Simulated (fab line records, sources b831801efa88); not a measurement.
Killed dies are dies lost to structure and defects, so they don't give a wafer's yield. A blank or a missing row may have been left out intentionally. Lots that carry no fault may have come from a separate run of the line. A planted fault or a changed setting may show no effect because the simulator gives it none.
Problem report, 8D (eight disciplines) form, completed by code | flow sky130 | the parts of the form that need people (team, actions taken, sign-off) are left out

## 1. WHAT IS WRONG
At SKY_VT_ADJUST_LVTN_DEHYDRATE_00, heaterPowerTotalW averages 158.40 W over 6 wafers from 2 lots, while fault-free wafers read 160.37 W, standard deviation 0.13. That is -15 standard deviations from the usual mean.
The step: time 60 s.
Seen first at day 9 23:28 on lithoTrack-04, wafer L192.1. The record holds 36 wafers of 12 lots with a number at this step. Rule for "out", or "out of limits": more than 4 standard deviations from the usual mean. Any other wafer with a number is counted as sound.

## 2. WHAT IT IS, WHAT IT ISN'T
question                    | is                            | is not
which readings at this step | heaterPowerTotalW, plateTempC | -
which lots                  | L192, L193                    | L180, L183, L184, L186, L187, L189, L190, L195, L199, L202
which wafers of those lots  | all that have a number        | -
read on which tools         | lithoTrack-04                 | lithoTrack-01, lithoTrack-03
when                        | from day 9 23:28              | up to then (21 sound wafers); but 9 sound wafers of L195, L199, L202 came after

## 3. SUSPECTS, AND WHAT RULES EACH OUT
Counting: a tool at a process step up to the reading stays a suspect if it ran every lot that is out and no sound lot after the first of them.
- plasmaAsher-02 at SKY_DNWELL_STRIP_08 (strips in O2/N2): kept. Every lot that is out went through it, starting with L192 (day 6 03:04), and after that it ran no sound lot; the last sound lot it ran before then is L189 (day 5 10:10).
- lithoTrack-04 at SKY_VT_ADJUST_LVTN_DEHYDRATE_00 (time 60 s): kept. Every lot that is out went through it, starting with L192 (day 9 23:28), and after that it ran no sound lot; the last sound lot it ran before then is L187 (day 8 15:43). Its own readings are out on those wafers: heaterPowerTotalW, plateTempC.
Left after counting: plasmaAsher-02 at SKY_DNWELL_STRIP_08, lithoTrack-04 at SKY_VT_ADJUST_LVTN_DEHYDRATE_00.

## 4. THE CAUSE (what the simulator had put in)
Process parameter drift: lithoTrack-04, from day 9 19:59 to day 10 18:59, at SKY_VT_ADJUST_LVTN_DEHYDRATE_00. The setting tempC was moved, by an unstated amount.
This tool is one of the 2 suspects left after counting.

## 5. THE EFFECT CHAIN, in route order
Each row: a reading where the mean over the struck wafers with a number is more than 3 standard deviations away from the usual. Readings are gone through only where the record gives a usual standard deviation; hours: the median, over the lots, of the time from a lot's start at the first step in this table giving one to that lot's start at this step; sigmas: the change measured in usual standard deviations.
hours | step                            | reading           | usual    | on struck wafers | change | sigmas
0     | SKY_VT_ADJUST_LVTN_DEHYDRATE_00 | heaterPowerTotalW | 160.37 W | 158.40           | -1.97  | -15
0     | SKY_VT_ADJUST_LVTN_DEHYDRATE_00 | plateTempC        | 199.97 C | 198.14           | -1.83  | -13
The process steps in it:
- SKY_VT_ADJUST_LVTN_DEHYDRATE_00: time 60 s.
Later steps that measure or inspect, where all struck wafers having a row at the step show a number for every such reading and not one has moved that far: SKY_VT_ADJUST_NCORE_TW_MEAS_11.

## 6. HOW IT WOULD HAVE BEEN CAUGHT EARLIER
In this record no reading fell out of limits until day 9 23:28, 3 hours after the fault had begun at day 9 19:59.
